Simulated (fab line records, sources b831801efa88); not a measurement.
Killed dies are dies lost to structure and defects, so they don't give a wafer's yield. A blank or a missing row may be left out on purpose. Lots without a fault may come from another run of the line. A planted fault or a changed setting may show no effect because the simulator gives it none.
Chamber matching | flow gf180mcu | GF_CONTACT_CMP_04 on cmp-02: 4 sister chambers
The step polishes SiO2. 4 wafers are shown with their chamber, then 7 later ones without.

WAFERS WITH THEIR CHAMBER
wafer  | chamber | motor_current_A (A)
L154.4 | 2       | 11.3
L157.1 | 3       | 13.6
L159.1 | 1       | 11.1
L159.3 | 0       | 13.4

WAFERS WITHOUT THEIR CHAMBER
wafer  | motor_current_A (A)
L159.4 | 13.7
L160.2 | 13.6
L160.4 | 11.2
L160.5 | 13.4
L162.3 | 13.7
L162.4 | 10.9
L162.6 | 14.1

WHICH CHAMBER EACH WENT THROUGH
wafer  | from the rows above     | in truth
L159.4 | can't be placed: 3 or 0 | 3
L160.2 | can't be placed: 3 or 0 | 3
L160.4 | can't be placed: 1 or 2 | 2
L160.5 | can't be placed: 0 or 3 | 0
L162.3 | can't be placed: 3 or 0 | 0
L162.4 | can't be placed: 1 or 2 | 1
L162.6 | can't be placed: 3 or 0 | 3
Placed correctly: 0 of 7. Can't be placed from these rows: 7 (the true chamber is among the candidates in 7). Placed wrongly: 0.
How it was worked out, from the rows above alone: a wafer's distance from a chamber is the root of the sum, over the readings, of the square of ((its reading less the chamber's mean) divided by the reading's scatter). The wafer belongs to the nearest chamber; if the next one is less than 2 further off, it can't be placed. A chamber's mean is the mean of its shown wafers. The scatter: with one shown wafer a chamber, the root of the mean of the squares of how far each hidden wafer lies from its nearest shown one.
